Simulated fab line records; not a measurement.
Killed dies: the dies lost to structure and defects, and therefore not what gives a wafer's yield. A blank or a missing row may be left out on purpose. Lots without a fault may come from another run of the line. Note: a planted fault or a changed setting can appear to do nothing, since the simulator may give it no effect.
Struck lot and sound lot, side by side :: flow sky130 :: 15 out of 708 route steps
Sound: wafers L478.3, L478.4, L478.6. Struck: wafer L493.5 (left out: L493.2, L493.4 of the same lot, which were not struck); the cause appears at the end.
For every step that has rows: the tool of each side, followed by ch and its chambers, followed by its first start. Under that, the readings that differ: sound wafers :: struck wafers :: difference of the means :: sigmas: that difference in standard deviations of wafers without a fault.
alike: readings whose means differ by less than 2 such deviations, and words and numbers that are the same on both sides. not compared: withheld readings, readings that some wafer has no value for, bounds like >300 that may hide the same value, and numbers for which the record gives no deviation and whose values overlap.
A row with sigmas, a row that says differs or no value, or rows on one side alone: a step with any of these is where the two part. When numbers do not overlap yet have no deviation, they are printed without sigmas and do not part them. Lack of a reading on every wafer of one side parts them only where that side has two or more wafers.

first, 3 steps without rows for these wafers: SKY_PASSIVATION_EXPOSE_08 (exposes mask NSM, target cd 3000 nm); SKY_PASSIVATION_PEB_09; SKY_PASSIVATION_DEVELOP_10 (develop time 60 s).
SKY_PASSIVATION_ETCH_11: etches the open film in CF4/O2, stops on AlCu, target depth 725 nm, time 161.1 s.
  sound on rie_diel-03 ch 0,2, day 45 02:46; struck on rie_diel-03 ch 1, day 48 20:06
reading: oes_product_au (a.u.)
sound: 0.974 0.988 0.985
struck: 0.969
difference: -0.013
sigmas: -2
  alike: drypump_motor_current_A, rf_fwd_power_W, throttle_valve_pct
  not compared: rf_hours_counter_h
SKY_PASSIVATION_STRIP_12: strips in O2/N2.
  sound on plasma_asher-04 ch 0,1, day 45 02:55; struck on plasma_asher-03 ch 1, day 48 20:13
  alike: drypump_motor_current_A, oes_product_au, strip_time_to_endpoint_s
  not compared: rf_hours_counter_h
then, 7 steps without rows for these wafers: SKY_PAD_OPEN_DEHYDRATE_00 (time 60 s); SKY_PAD_OPEN_HMDS_01 (prime time 60 s); SKY_PAD_OPEN_COAT_02 (resist thk 3000 nm); SKY_PAD_OPEN_SOFTBAKE_03; SKY_PAD_OPEN_EXPOSE_04 (exposes mask PDM, target cd 60000 nm); SKY_PAD_OPEN_PEB_05; SKY_PAD_OPEN_DEVELOP_06 (develop time 60 s).
SKY_PAD_OPEN_ETCH_07: etches the open film in CF4/O2, stops on AlCu, target depth 725 nm, time 161.1 s.
  sound on rie_diel-02 ch 1,3, day 45 23:03; struck on rie_diel-01 ch 0, day 49 13:03
reading: rf_fwd_power_W (W)
sound: 794.3 799.4 794.9
struck: 924.8
difference: +128.6
sigmas: +49
  alike: drypump_motor_current_A, oes_product_au, throttle_valve_pct
  not compared: rf_hours_counter_h
SKY_PAD_OPEN_STRIP_08: strips in O2/N2.
  sound on plasma_asher-04 ch 0,1, day 45 23:11; struck on plasma_asher-02 ch 1, day 49 13:10
  alike: drypump_motor_current_A, oes_product_au
  not compared: rf_hours_counter_h
SKY_PAD_OPEN_PROBE_99:
  rows exist in the record for the sound wafers here (prober-01, day 46 01:31), none for the struck ones

## WHERE THEY PART
At SKY_PASSIVATION_ETCH_11 first; at SKY_PAD_OPEN_PROBE_99 last (within this record only).

WHY: whatever the simulator had introduced
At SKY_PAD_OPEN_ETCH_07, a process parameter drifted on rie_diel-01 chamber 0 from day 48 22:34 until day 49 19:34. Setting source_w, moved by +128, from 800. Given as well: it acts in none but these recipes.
